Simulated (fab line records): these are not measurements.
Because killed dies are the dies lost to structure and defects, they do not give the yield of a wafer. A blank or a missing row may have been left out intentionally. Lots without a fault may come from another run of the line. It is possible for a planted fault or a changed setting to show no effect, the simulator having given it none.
What tool caused it? ; flow gf180mcu ; 13 lots with 39 wafers sampled at 3 steps, on a route of 602 steps

WHAT EACH GAUGE READ, for each wafer
GF_LVPWELL_OVL_MEAS_07.
lot;measured;on;LVPWELL_OVL (nm)
L378;day 4 05:03;overlay-02;1.9 -0.1 0.4
L379;day 4 07:16;overlay-02;-1.2 -1.3 -2.0
L380;day 4 13:21;overlay-02;0.5 -0.2 1.6
L381;day 4 19:47;overlay-01;0.2 2.3 -1.2
L383;day 5 04:47;overlay-01;0.2 0.0 1.4
L385;day 5 17:04;overlay-02;2.2 0.1 3.1
L386;day 5 21:52;overlay-02;0.0 -1.5 0.7
L387;day 6 04:53;overlay-01;1.5 -0.2 -0.2
L388;day 6 10:32;overlay-02;-1.0 0.1 -1.1
L394;day 7 19:19;overlay-01;- - -
L397;day 8 19:58;overlay-01;- - -
L399;day 9 03:59;overlay-01;-0.8 -0.4 -0.1
L400;day 9 11:42;overlay-02;0.4 1.3 0.9

GF_SALICIDE_THK_MEAS_05: measures by xrf.
lot;measured;on;SALICIDE_TIN_THK (nm)
L378;day 15 15:38;filmMetro-03;20.11 20.38 20.44
L379;day 15 18:01;filmMetro-03;20.58 20.01 20.36
L380;day 16 05:29;filmMetro-04;20.55 20.28 20.48
L381;day 16 16:05;filmMetro-04;19.91 20.34 19.98
L383;day 17 01:08;filmMetro-02;19.87 19.70 20.14
L385;day 17 22:54;filmMetro-02;19.65 19.47 19.70
L386;day 18 01:46;filmMetro-03;19.88 20.21 20.21
L387;day 18 16:01;filmMetro-02;19.92 19.92 20.10
L388;day 18 20:10;filmMetro-03;20.32 19.88 19.90
L394;day 21 04:37;filmMetro-03;20.43 20.16 20.43
L397;day 22 12:20;filmMetro-04;19.95 20.01 19.80
L399;day 23 04:01;filmMetro-02;20.29 20.12 20.17
L400;day 23 13:35;filmMetro-03;19.86 19.62 19.79

WHICH TOOL RAN EACH LOT (tool, then ch and the chambers of the sampled wafers, then the start)
lot;GF_LVPWELL_DEVELOP_06
L378;lithoTrack-03 ch 0, day 4 04:00
L379;lithoTrack-04 ch 0, day 4 07:00
L380;lithoTrack-02 ch 0, day 4 13:00
L381;lithoTrack-03 ch 0, day 4 19:00
L383;lithoTrack-04 ch 0, day 5 04:00
L385;lithoTrack-04 ch 0, day 5 16:00
L386;lithoTrack-04 ch 0, day 5 21:00
L387;lithoTrack-02 ch 0, day 6 04:00
L388;lithoTrack-02 ch 0, day 6 10:00
L394;lithoTrack-04 ch 0, day 7 19:00
L397;lithoTrack-04 ch 0, day 8 19:00
L399;lithoTrack-03 ch 0, day 9 03:00
L400;lithoTrack-02 ch 0, day 9 11:00
- GF_LVPWELL_DEVELOP_06: develop time 60 s.

WHAT THE TOOLS THEMSELVES READ (means of the sampled wafers that have a number; where no wafer has one, the mark that the record gives instead)
The record holds no such reading with a usual standard deviation.

THE ANSWER, worked out from the rows above alone
Rule: what is usual is taken from the lots themselves. The widest of any qualifying gaps counts: lots, ordered by their means at a reading, are off when they make up no more than a third of the lots, leave a main group of 4 or more, and stand apart from it by 3 or more times the standard deviation of that group's means. A main group whose means are all the same, to the digits that the tables above print for the reading, isn't used. A lot without any number at a reading at which 4 lots or more have one is off too. Any other lot the step has rows for is counted as sound. First the gauges in route order, then the tools' own readings, where a lot's mean is used as printed above. The first step at which some lot is off is used, and at that step the reading that is off furthest; a lot without a number counts as furthest.
Off: L394, L397, seen at GF_LVPWELL_OVL_MEAS_07 (LVPWELL_OVL). Without a number there: L394, L397. The main group has a mean of 0.2 nm with a standard deviation of 0.85.
A tool fits if, at a process step before that reading, it ran every lot that is off, and no sound lot after the first of them. Those tools and the gauges at GF_LVPWELL_OVL_MEAS_07 are tried in the same way. One fits: GF_LVPWELL_DEVELOP_06 on lithoTrack-04. Its last sound lot is L386 (day 5 21:00), its first lot that is off L394 (day 7 19:00): a fault that began between those two fits.

WHAT WAS PUT IN BY THE SIMULATOR
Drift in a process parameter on lithoTrack-04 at GF_LVPWELL_DEVELOP_06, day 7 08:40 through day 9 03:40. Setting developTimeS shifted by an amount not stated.
Struck lots among those shown: L394, L397. The rule above found the same.
